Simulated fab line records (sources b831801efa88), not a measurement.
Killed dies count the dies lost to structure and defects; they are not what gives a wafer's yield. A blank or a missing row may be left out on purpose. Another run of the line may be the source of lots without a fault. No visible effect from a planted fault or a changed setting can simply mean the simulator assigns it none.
fab line records | flow sky130
record: lots: 6 | wafers: 18 | lastDay: 50
route steps=708 shown GATE_OXIDE@187 PAD_OPEN@708
lots that met no fault: from a run of the same line without faults
startH: hours from the record's opening day to when the first of the lot's shown wafers began | waitH: hours from the lot's prior step to this one | " as in the row above | L1.1+2: several wafers, shown together as one row | - no value, or no start given | * or withheld: withheld | < > ~ a bound
route shown NAME@n: names a module that has steps shown in the file, with the first one's number in the route | usual: average and standard deviation across the fault-free wafers | same: alike in all rows | chamber/n: place in a boat | sites: readings site by site | _std_site: how widely they spread, as a standard deviation | _edge_site: outer sites' mean less inner sites' | radiusMm: how far each site lies from the wafer's centre | mask NAME#n: copy n | behind: the most recent tool/chamber to have shaped the wafer | hold: cause of the lot's hold/its duration in hours/its outcome | device: whichever transistor did not switch (one of n, p or np) | end of line: the route-end tests of the same wafers | where a step has no rows: the recipe by itself | killed: at the first sort, the dies lost to defects and structure; wafer yield is something else | map: per-die view of a wafer (x killed, . not killed, _ where there is no die)
set.NAME: the setting the step ran with; set.NAME@STEP: the setting that earlier step ran with | model.NAME: the simulator's own value behind a step, which no gauge read
lots seen at some steps along the route; tables by step, rows by wafer
services: the hour from which a tool's chamber was out of use, counted from the record's first day as startH (under 0 if before that day), plus the number of hours and why
== steps ==
step: SKY_GATE_OXIDE_CLEAN_00
recipe: chemistry: SC1/SC2 | mix: 1:4:20 | tempC: 70 | timeS: 150 | dry: n2Spin
step: SKY_GATE_OXIDE_OXIDATION_01
recipe: tempC: 900 | ambient: O2 | stabiliseS: 600 | purgeS: 300 | targetThkA: 102.68 | oxTimeS: 1473
step: SKY_GATE_OXIDE_THK_MEAS_02
recipe: reads: SiO2_of_GATE_OXIDE_OXIDATION_01
usual: GATE_OXIDE_OXIDATION_00_THK: 10.18/0.26
lot.wafer | tool         | chamber | startH | waitH | GATE_OXIDE_OXIDATION_00_THK[nm]
L184.3    | filmMetro-02 | -       | 310.63 | 0.0   | 10.59
L184.5    | "            | -       | "      | "     | 10.71
L184.6    | "            | -       | "      | "     | 10.65
L192.1    | filmMetro-04 | -       | 361.00 | 0.0   | 10.27
L192.2    | "            | -       | "      | "     | 10.36
L192.4    | "            | -       | "      | "     | 10.29
L193.3    | filmMetro-02 | -       | 372.33 | 0.0   | 10.46
L193.4    | "            | -       | "      | "     | 10.29
L193.6    | "            | -       | "      | "     | 10.17
L202.2    | filmMetro-02 | -       | 445.06 | 0.0   | 10.25
L202.5    | "            | -       | "      | "     | 10.10
L202.6    | "            | -       | "      | "     | 10.13
L203.2    | filmMetro-02 | -       | 463.13 | 0.0   | 10.36
L203.4    | "            | -       | "      | "     | 10.53
L203.5    | "            | -       | "      | "     | 10.65
L205.1    | filmMetro-04 | -       | 484.89 | 0.0   | 9.91
L205.2    | "            | -       | "      | "     | 9.95
L205.5    | "            | -       | "      | "     | 10.18
step: SKY_GATE_OXIDE_DEHYDRATE_03
recipe: tempC: 200 | timeS: 60
step: SKY_GATE_OXIDE_HMDS_04
recipe: primeTimeS: 60 | primeTempC: 120
step: SKY_GATE_OXIDE_COAT_05
recipe: resist: NOVOLAK | spinRpm: 3000 | resistThkNm: 1140
step: SKY_GATE_OXIDE_SOFTBAKE_06
recipe: tempC: 90 | timeS: 60 | resist: NOVOLAK
step: SKY_GATE_OXIDE_EXPOSE_07
recipe: maskId: LVOM | na: 0.6 | sourceShape: conventional | sigmaOuter: 0.6 | polarization: unpolarized | targetCdNm: 600 | doseMj: 170
step: SKY_GATE_OXIDE_PEB_08
recipe: tempC: withheld | timeS: * | resist: NOVOLAK
step: SKY_GATE_OXIDE_DEVELOP_09
recipe: resist: NOVOLAK | developer: TMAH | developTimeS: 60 | devTempC: 23
step: SKY_GATE_OXIDE_OVL_MEAS_10
usual: GATE_OXIDE_OVL: 1.3/1.2
lot.wafer | tool       | chamber | startH | waitH | GATE_OXIDE_OVL[nm]
L184.3    | overlay-02 | -       | 336.83 | 0.1   | -0.7
L184.5    | "          | -       | "      | "     | 1.9
L184.6    | "          | -       | "      | "     | -0.7
L192.1    | overlay-01 | -       | 389.52 | 0.1   | -0.1
L192.2    | "          | -       | "      | "     | 0.7
L192.4    | "          | -       | "      | "     | 0.6
L193.3    | overlay-01 | -       | 400.64 | 0.1   | 4.1
L193.4    | "          | -       | "      | "     | 2.0
L193.6    | "          | -       | "      | "     | 2.4
L202.2    | overlay-02 | -       | 475.93 | 0.1   | 0.6
L202.5    | "          | -       | "      | "     | 1.8
L202.6    | "          | -       | "      | "     | 1.2
L203.2    | overlay-01 | -       | 494.82 | 0.1   | -0.6
L203.4    | "          | -       | "      | "     | 0.3
L203.5    | "          | -       | "      | "     | -0.4
L205.1    | overlay-02 | -       | 515.47 | 0.1   | 1.7
L205.2    | "          | -       | "      | "     | 1.6
L205.5    | "          | -       | "      | "     | 0.5
step: SKY_GATE_OXIDE_IMPLANT_11
recipe: species: B | energyKev: 10 | doseCm2: 2.6e+12 | tiltDeg: withheld
step: SKY_GATE_OXIDE_WET_ETCH_12
recipe: chemistry: dHF | targetDepthNm: 16.8 | dry: n2Spin | target: SiO2 | dilution: 100:1 | tempC: 25 | timeS: 336
usual: runLengthS: 365/3.6 | tempC: 25.00/0.11
lot.wafer | tool        | chamber | startH | waitH | runLengthS | tempC | model.SiO2_of_FIELD_ISO_CVD_24.thkNm
L184.3    | wetBench-02 | 0       | 337.01 | 0.1   | 368        | 25.10 | 365
L184.5    | "           | 0       | "      | "     | 368        | 25.00 | 365.9
L184.6    | "           | 0       | "      | "     | 368        | 25.13 | 365
L192.1    | wetBench-04 | 1       | 389.81 | 0.1   | 361        | 25.04 | 364.9
L192.2    | "           | 1       | "      | "     | 361        | 24.84 | 365.8
L192.4    | "           | 1       | "      | "     | 361        | 25.07 | 364.8
L193.3    | wetBench-02 | 0       | 400.82 | 0.1   | 362        | 24.88 | 364.7
L193.4    | "           | 0       | "      | "     | 362        | 24.85 | 366
L193.6    | "           | 0       | "      | "     | 362        | 25.13 | 366.9
L202.2    | wetBench-04 | 0       | 476.11 | 0.1   | 184        | 24.99 | 376.6
L202.5    | "           | 0       | "      | "     | 184        | 24.90 | 376.2
L202.6    | "           | 0       | "      | "     | 184        | 25.01 | 375.7
L203.2    | wetBench-04 | 1       | 495.00 | 0.1   | 182        | 25.06 | 375
L203.4    | "           | 1       | "      | "     | 182        | 24.78 | 375.3
L203.5    | "           | 1       | "      | "     | 182        | 25.11 | 374
L205.1    | wetBench-01 | 1       | 515.66 | 0.1   | 361        | 24.92 | 365.3
L205.2    | "           | 1       | "      | "     | 361        | 25.07 | 364.2
L205.5    | "           | 1       | "      | "     | 361        | 24.99 | 364.8
step: SKY_GATE_OXIDE_STRIP_13
recipe: chemistry: O2/N2 | powerW: 1400 | pressureMtorr: 1500 | platenTempC: withheld | o2FlowSccm: 3000 | n2FlowSccm: 300 | overashFraction: 0.5
usual: drypumpMotorCurrentA: 5.65/0.19 | oesProductAu: 0.715/0.0046 | stripTimeToEndpointS: 14.18/0.037
lot.wafer | tool           | chamber | startH | waitH | drypumpMotorCurrentA | oesProductAu | rfHoursCounterH | stripTimeToEndpointS
L184.3    | plasmaAsher-03 | 0       | 337.15 | 0.0   | 5.84                 | 0.712        | -               | 14.16
L184.5    | "              | 0       | "      | "     | 5.81                 | 0.714        | -               | 14.14
L184.6    | "              | 1       | "      | "     | 5.41                 | 0.709        | -               | 14.11
L192.1    | plasmaAsher-01 | 0       | 389.91 | 0.0   | 5.49                 | 0.711        | 63              | 14.21
L192.2    | "              | 1       | "      | "     | 5.74                 | 0.712        | 63              | 14.18
L192.4    | "              | 0       | "      | "     | 5.49                 | 0.711        | -               | 14.24
L193.3    | plasmaAsher-04 | 1       | 400.95 | 0.0   | 5.87                 | 0.713        | -               | 14.22
L193.4    | "              | 0       | "      | "     | 5.74                 | 0.714        | -               | 14.22
L193.6    | "              | 1       | "      | "     | 5.88                 | 0.718        | -               | 14.19
L202.2    | plasmaAsher-01 | 0       | 476.22 | 0.1   | 5.49                 | 0.714        | 3               | 14.14
L202.5    | "              | 1       | "      | "     | 5.74                 | 0.721        | -               | 14.15
L202.6    | "              | 0       | "      | "     | 5.47                 | 0.712        | -               | 14.18
L203.2    | plasmaAsher-04 | 0       | 495.23 | 0.1   | 5.74                 | 0.724        | 66              | 14.22
L203.4    | "              | 0       | "      | "     | 5.75                 | 0.725        | -               | 14.26
L203.5    | "              | 0       | "      | "     | 5.74                 | 0.721        | -               | 14.21
L205.1    | plasmaAsher-01 | 1       | 515.76 | 0.0   | 5.72                 | 0.721        | 7               | 14.18
L205.2    | "              | 0       | "      | "     | 5.47                 | 0.720        | 7               | 14.16
L205.5    | "              | 1       | "      | "     | 5.75                 | 0.725        | -               | 14.21
step: SKY_GATE_OXIDE_TW_MEAS_14
usual: GATE_OXIDE_TW: 226.2/1.8
lot.wafer | tool         | chamber | startH | waitH | GATE_OXIDE_TW
L184.3    | filmMetro-03 | -       | 337.24 | 0.1   | 226.8
L184.5    | "            | -       | "      | "     | 225.0
L184.6    | "            | -       | "      | "     | 225.6
L192.1    | filmMetro-04 | -       | 390.01 | 0.1   | 226.8
L192.2    | "            | -       | "      | "     | 227.6
L192.4    | "            | -       | "      | "     | 227.3
L193.3    | filmMetro-02 | -       | 401.04 | 0.1   | 227.8
L193.4    | "            | -       | "      | "     | 228.6
L193.6    | "            | -       | "      | "     | 228.4
L202.2    | filmMetro-02 | -       | 476.33 | 0.1   | 229.2
L202.5    | "            | -       | "      | "     | 228.3
L202.6    | "            | -       | "      | "     | 229.1
L203.2    | filmMetro-04 | -       | 495.34 | 0.1   | 224.7
L203.4    | "            | -       | "      | "     | 224.9
L203.5    | "            | -       | "      | "     | 224.0
L205.1    | filmMetro-03 | -       | 515.86 | 0.1   | 223.4
L205.2    | "            | -       | "      | "     | 224.4
L205.5    | "            | -       | "      | "     | 223.7
step: SKY_GATE_OXIDE_CLEAN_15
recipe: chemistry: SC1/SC2 | mix: 1:4:20 | tempC: 70 | timeS: 150 | dry: n2Spin
usual: tempC: 70.04/0.11
same: timeS: 150
lot.wafer | tool        | chamber | startH | waitH | tempC | model.SiO2_of_FIELD_ISO_CVD_24.thkNm
L184.3    | wetBench-02 | 1       | 337.28 | 0.0   | 70.11 | 364.3
L184.5    | "           | 1       | "      | "     | 69.96 | 365.2
L184.6    | "           | 1       | "      | "     | 69.81 | 364.3
L192.1    | wetBench-04 | 3       | 390.07 | 0.1   | 70.13 | 364.2
L192.2    | "           | 3       | "      | "     | 70.17 | 365.1
L192.4    | "           | 3       | "      | "     | 70.10 | 364.1
L193.3    | wetBench-01 | 3       | 401.08 | 0.0   | 70.05 | 364
L193.4    | "           | 3       | "      | "     | 70.03 | 365.3
L193.6    | "           | 3       | "      | "     | 70.06 | 366.3
L202.2    | wetBench-01 | 0       | 476.38 | 0.0   | 69.97 | 375.9
L202.5    | "           | 0       | "      | "     | 70.25 | 375.6
L202.6    | "           | 0       | "      | "     | 69.97 | 375.1
L203.2    | wetBench-01 | 2       | 495.39 | 0.0   | 70.05 | 374.4
L203.4    | "           | 2       | "      | "     | 70.04 | 374.6
L203.5    | "           | 2       | "      | "     | 70.04 | 373.3
L205.1    | wetBench-02 | 0       | 515.92 | 0.1   | 70.12 | 364.7
L205.2    | "           | 0       | "      | "     | 70.00 | 363.5
L205.5    | "           | 0       | "      | "     | 69.94 | 364.1
step: SKY_GATE_OXIDE_OXIDATION_16
recipe: tempC: 800 | ambient: O2 | idleTempC: 700 | rampUpCPerMin: 10 | rampDownCPerMin: 3 | stabiliseS: 600 | purgeS: 300 | targetThkA: 35.7 | oxTimeS: 1915
step: SKY_PAD_OPEN_PROBE_99
usual: killed_at_M0_to_M3: 44/7 | killed_at_M4_up: 3.4/1.7 | killedAtContacts: 24/4.9 | killedAtFrontEnd: 15/4.5 | killedAtOther: 0.4/0.61 | killedDies: 86/9.7 | killedOnRim: 17/3.6 | killedOpen: 47/7.1 | killedShort: 39/6.1
same: grossDies: 492 | killedAtBackSide: 0
lot.wafer | tool      | chamber | startH  | waitH | killed_at_M0_to_M3 | killed_at_M4_up | killedAtContacts | killedAtFrontEnd | killedAtOther | killedDies | killedOnRim | killedOpen | killedShort
L184.3    | prober-01 | -       | 1096.38 | 0.2   | 42                 | 4               | 28               | 11               | 0             | 85         | 14          | 49         | 36
L184.5    | prober-01 | -       | 1096.48 | 0.2   | 54                 | 9               | 31               | 17               | 0             | 111        | 20          | 55         | 56
L184.6    | prober-01 | -       | 1096.53 | 0.2   | 43                 | 4               | 22               | 15               | 0             | 84         | 12          | 44         | 40
L192.1    | prober-02 | -       | 1136.15 | 0.1   | 53                 | 1               | 24               | 12               | 1             | 91         | 23          | 50         | 40
L192.2    | prober-02 | -       | 1136.20 | 0.1   | 40                 | 4               | 26               | 19               | 2             | 91         | 23          | 49         | 40
L192.4    | prober-02 | -       | 1136.30 | 0.2   | 33                 | 3               | 20               | 12               | 0             | 68         | 15          | 38         | 30
L193.3    | prober-01 | -       | 1146.31 | 0.2   | 33                 | 7               | 20               | 13               | 1             | 74         | 15          | 42         | 30
L193.4    | prober-01 | -       | 1146.36 | 0.2   | 43                 | 5               | 23               | 9                | 0             | 80         | 17          | 42         | 38
L193.6    | prober-01 | -       | 1146.46 | 0.2   | 36                 | 3               | 24               | 12               | 1             | 76         | 18          | 39         | 35
L202.2    | prober-02 | -       | 1184.94 | 0.1   | 38                 | 6               | 24               | 424              | 0             | 492        | 96          | 43         | 39
L202.5    | prober-02 | -       | 1185.09 | 0.2   | 57                 | 2               | 27               | 406              | 0             | 492        | 96          | 65         | 48
L202.6    | prober-02 | -       | 1185.14 | 0.2   | 43                 | 3               | 23               | 423              | 0             | 492        | 96          | 42         | 39
L203.2    | prober-01 | -       | 1194.93 | 0.1   | 47                 | 2               | 27               | 415              | 1             | 492        | 96          | 57         | 37
L203.4    | prober-01 | -       | 1195.03 | 0.2   | 46                 | 2               | 18               | 425              | 1             | 492        | 96          | 35         | 43
L203.5    | prober-01 | -       | 1195.08 | 0.2   | 44                 | 5               | 12               | 431              | 0             | 492        | 96          | 41         | 33
L205.1    | prober-01 | -       | 1207.69 | 0.1   | 46                 | 2               | 17               | 14               | 0             | 79         | 12          | 46         | 32
L205.2    | prober-01 | -       | 1207.74 | 0.1   | 48                 | 5               | 24               | 14               | 0             | 91         | 15          | 51         | 39
L205.5    | prober-01 | -       | 1207.89 | 0.2   | 45                 | 2               | 14               | 14               | 0             | 75         | 13          | 43         | 32
killed by level:class
L184.3 CONTACT:geometricParticle:open=11 VIA2:geometricParticle:open=8 VIA1:geometricParticle:open=8 CONTACT:geometricParticle:short=7 VIA3:geometricParticle:open=6 LI_CONTACT:geometricParticle:short=5 LI_CONTACT:geometricParticle:open=4 VIA1:geometricParticle:short=4
L184.5 CONTACT:geometricParticle:open=11 METAL2:geometricParticle:short=11 VIA2:geometricParticle:open=8 VIA1:geometricParticle:short=7 LI_CONTACT:geometricParticle:open=7 VIA1:geometricParticle:open=7 FIELD_ISO:geometricParticle:open=6 VIA3:geometricParticle:open=6
L184.6 VIA1:geometricParticle:open=13 CONTACT:geometricParticle:open=10 CONTACT:geometricParticle:short=9 VIA1:geometricParticle:short=8 VIA2:geometricParticle:open=5 SPACER:geometricParticle:open=4 METAL4:geometricParticle:short=4 FIELD_ISO:geometricParticle:short=3
L192.1 VIA1:geometricParticle:open=13 CONTACT:geometricParticle:open=12 VIA2:geometricParticle:open=7 METAL2:geometricParticle:short=6 POLY_GATE:geometricParticle:short=5 VIA2:geometricParticle:short=5 CONTACT:geometricParticle:short=4 METAL1:geometricParticle:short=4
L192.2 CONTACT:geometricParticle:open=11 CONTACT:geometricParticle:short=7 VIA1:geometricParticle:open=7 VIA3:geometricParticle:open=7 METAL1:geometricParticle:short=6 VIA2:geometricParticle:open=5 FIELD_ISO:geometricParticle:open=4 FIELD_ISO:geometricParticle:short=4
L192.4 CONTACT:geometricParticle:open=12 VIA2:geometricParticle:open=7 CONTACT:geometricParticle:short=5 METAL1:geometricParticle:short=5 VIA1:geometricParticle:open=5 VIA1:geometricParticle:short=5 FIELD_ISO:geometricParticle:open=3 POLY_GATE:geometricParticle:short=3
L193.3 VIA3:geometricParticle:open=8 CONTACT:geometricParticle:open=8 VIA1:geometricParticle:open=7 FIELD_ISO:geometricParticle:open=4 VIA1:geometricParticle:short=4 LI_CONTACT:geometricParticle:open=4 VIA2:geometricParticle:open=4 METAL4:geometricParticle:short=4
L193.4 VIA1:geometricParticle:open=11 CONTACT:geometricParticle:open=9 VIA3:geometricParticle:open=8 METAL1:geometricParticle:short=7 CONTACT:geometricParticle:short=6 METAL4:geometricParticle:short=4 VIA1:geometricParticle:short=4 VIA2:geometricParticle:short=4
L193.6 VIA1:geometricParticle:open=10 CONTACT:geometricParticle:open=9 LI_CONTACT:geometricParticle:open=6 METAL2:geometricParticle:short=6 FIELD_ISO:geometricParticle:short=5 LOCAL_INTERCONNECT:geometricParticle:short=4 VIA1:geometricParticle:short=4 CONTACT:geometricParticle:short=3
L202.2 GATE_OXIDE:areaEtch=409 VIA1:geometricParticle:open=13 METAL2:geometricParticle:short=7 LI_CONTACT:geometricParticle:open=6 LOCAL_INTERCONNECT:geometricParticle:short=6 CONTACT:geometricParticle:open=5 POLY_GATE:geometricParticle:short=4 POLY_GATE:geometricParticle:open=4
L202.5 GATE_OXIDE:areaEtch=379 VIA3:geometricParticle:open=12 CONTACT:geometricParticle:open=11 VIA1:geometricParticle:open=10 LI_CONTACT:geometricParticle:open=10 METAL2:geometricParticle:short=9 POLY_GATE:geometricParticle:short=8 POLY_GATE:geometricParticle:open=8
L202.6 GATE_OXIDE:areaEtch=409 CONTACT:geometricParticle:open=9 VIA1:geometricParticle:open=8 VIA2:geometricParticle:open=8 LI_CONTACT:geometricParticle:open=7 METAL1:geometricParticle:short=6 METAL2:geometricParticle:short=6 VIA1:geometricParticle:short=5
L203.2 GATE_OXIDE:areaEtch=398 VIA1:geometricParticle:open=15 LI_CONTACT:geometricParticle:open=10 VIA3:geometricParticle:open=9 CONTACT:geometricParticle:open=6 VIA1:geometricParticle:short=6 FIELD_ISO:geometricParticle:open=5 LOCAL_INTERCONNECT:geometricParticle:short=5
L203.4 GATE_OXIDE:areaEtch=414 VIA1:geometricParticle:open=11 VIA2:geometricParticle:short=9 VIA2:geometricParticle:open=7 METAL2:geometricParticle:short=6 CONTACT:geometricParticle:short=5 POLY_GATE:geometricParticle:short=4 CONTACT:geometricParticle:open=4
L203.5 GATE_OXIDE:areaEtch=418 VIA1:geometricParticle:open=13 VIA1:geometricParticle:short=7 VIA2:geometricParticle:open=7 CONTACT:geometricParticle:open=5 VIA3:geometricParticle:open=4 POLY_GATE:geometricParticle:open=4 METAL1:geometricParticle:short=4
L205.1 VIA1:geometricParticle:open=12 VIA3:geometricParticle:open=9 VIA2:geometricParticle:open=7 LI_CONTACT:geometricParticle:open=6 CONTACT:geometricParticle:open=5 METAL1:geometricParticle:short=5 METAL2:geometricParticle:short=5 POLY_GATE:geometricParticle:short=4
L205.2 CONTACT:geometricParticle:open=12 VIA3:geometricParticle:open=12 VIA1:geometricParticle:short=7 METAL2:geometricParticle:short=6 VIA2:geometricParticle:open=6 VIA1:geometricParticle:open=5 CONTACT:geometricParticle:short=5 POLY_GATE:geometricParticle:open=4
L205.5 VIA2:geometricParticle:open=10 VIA3:geometricParticle:open=9 VIA1:geometricParticle:open=8 CONTACT:geometricParticle:open=7 VIA2:geometricParticle:short=4 VIA3:geometricParticle:short=4 FIELD_ISO:geometricParticle:short=3 LOCAL_INTERCONNECT:geometricParticle:short=3
map L202.2 (x killed, . not)
__________xxxxxxxxxx_________
________xxxxxxxxxxxxxx_______
______xxxxxxxxxxxxxxxxxx_____
_____xxxxxxxxxxxxxxxxxxxx____
____xxxxxxxxxxxxxxxxxxxxxx___
___xxxxxxxxxxxxxxxxxxxxxxxx__
__xxxxxxxxxxxxxxxxxxxxxxxxxx_
_xxxxxxxxxxxxxxxxxxxxxxxxxxxx
_xxxxxxxxxxxxxxxxxxxxxxxxxxxx
_xxxxxxxxxxxxxxxxxxxxxxxxxxxx
_xxxxxxxxxxxxxxxxxxxxxxxxxxxx
_xxxxxxxxxxxxxxxxxxxxxxxxxxxx
_xxxxxxxxxxxxxxxxxxxxxxxxxxxx
_xxxxxxxxxxxxxxxxxxxxxxxxxxxx
_xxxxxxxxxxxxxxxxxxxxxxxxxxxx
__xxxxxxxxxxxxxxxxxxxxxxxxxx_
___xxxxxxxxxxxxxxxxxxxxxxxx__
____xxxxxxxxxxxxxxxxxxxxxx___
_____xxxxxxxxxxxxxxxxxxxx____
______xxxxxxxxxxxxxxxxxx_____
________xxxxxxxxxxxxxx_______
__________xxxxxxxxxx_________
map L203.2 (x killed, . not)
__________xxxxxxxxxx_________
________xxxxxxxxxxxxxx_______
______xxxxxxxxxxxxxxxxxx_____
_____xxxxxxxxxxxxxxxxxxxx____
____xxxxxxxxxxxxxxxxxxxxxx___
___xxxxxxxxxxxxxxxxxxxxxxxx__
__xxxxxxxxxxxxxxxxxxxxxxxxxx_
_xxxxxxxxxxxxxxxxxxxxxxxxxxxx
_xxxxxxxxxxxxxxxxxxxxxxxxxxxx
_xxxxxxxxxxxxxxxxxxxxxxxxxxxx
_xxxxxxxxxxxxxxxxxxxxxxxxxxxx
_xxxxxxxxxxxxxxxxxxxxxxxxxxxx
_xxxxxxxxxxxxxxxxxxxxxxxxxxxx
_xxxxxxxxxxxxxxxxxxxxxxxxxxxx
_xxxxxxxxxxxxxxxxxxxxxxxxxxxx
__xxxxxxxxxxxxxxxxxxxxxxxxxx_
___xxxxxxxxxxxxxxxxxxxxxxxx__
____xxxxxxxxxxxxxxxxxxxxxx___
_____xxxxxxxxxxxxxxxxxxxx____
______xxxxxxxxxxxxxxxxxx_____
________xxxxxxxxxxxxxx_______
__________xxxxxxxxxx_________
== services ==
tool           | chamber | startH | hours | kind
plasmaAsher-01 | -       | 421.25 | 9.0   | pm
plasmaAsher-01 | 0       | 421.25 | 9.0   | ventCycle
plasmaAsher-01 | 1       | 421.25 | 9.0   | ventCycle
plasmaAsher-01 | 0       | 430.25 | -     | clean
plasmaAsher-01 | 1       | 430.25 | -     | clean
plasmaAsher-01 | -       | 446.57 | 1.9   | repair
plasmaAsher-01 | -       | 450.67 | 1.9   | repair
plasmaAsher-01 | -       | 457.51 | 12.3  | repair
plasmaAsher-03 | -       | 473.34 | 3.1   | repair
plasmaAsher-03 | -       | 496.19 | 4.5   | repair
plasmaAsher-01 | -       | 507.00 | 1.2   | repair
== key ==
firstSign: step: SKY_GATE_OXIDE_WET_ETCH_12 | reading: runLengthS | direction: down | sigmas: 51 | usual: * | struck: *
effect: step: SKY_PAD_OPEN_PROBE_99 | reading: killedAtFrontEnd | direction: up | sigmas: 90 | usual: 15 | struck: 421
modelEffect: step: SKY_GATE_OXIDE_WET_ETCH_12 | value: SiO2_of_FIELD_ISO_CVD_24.thkNm | without: 365.1 | struck: 375.5
modelEffect: step: SKY_GATE_OXIDE_CLEAN_15 | value: SiO2_of_FIELD_ISO_CVD_24.thkNm | without: 364.4 | struck: 374.8
moreKillsBornAt: SKY_GATE_OXIDE_WET_ETCH_12@wetBench-04: 2427
metAt SKY_GATE_OXIDE_WET_ETCH_12
struckWafers L202.2,L202.5,L202.6,L203.2,L203.4,L203.5
laterRowsLeftOut L202.2,L202.5,L202.6,L203.2,L203.4,L203.5
testerLeftOut L202,L203
onsetBetween 389.81 476.11
fault: kind: processParameterDrift | tool: wetBench-04 | chamber: - | onsetH: 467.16 | steps: SKY_GATE_OXIDE_WET_ETCH_12 | channel: timeS | offset: * | shape: step | endH: 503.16 | actsIn: * | stated: *
testerLeftOut: of these lots the tester's yield and bins aren't shown, on N5 and GAA mostly nor the transistor test; their killed dies are dies lost to structure and defects alone, not to doping, threshold or leakage, so they don't give the yield
laterRowsLeftOut: the simulator's readings of these wafers behind a module that went badly wrong aren't trusted and aren't shown, but for the sort
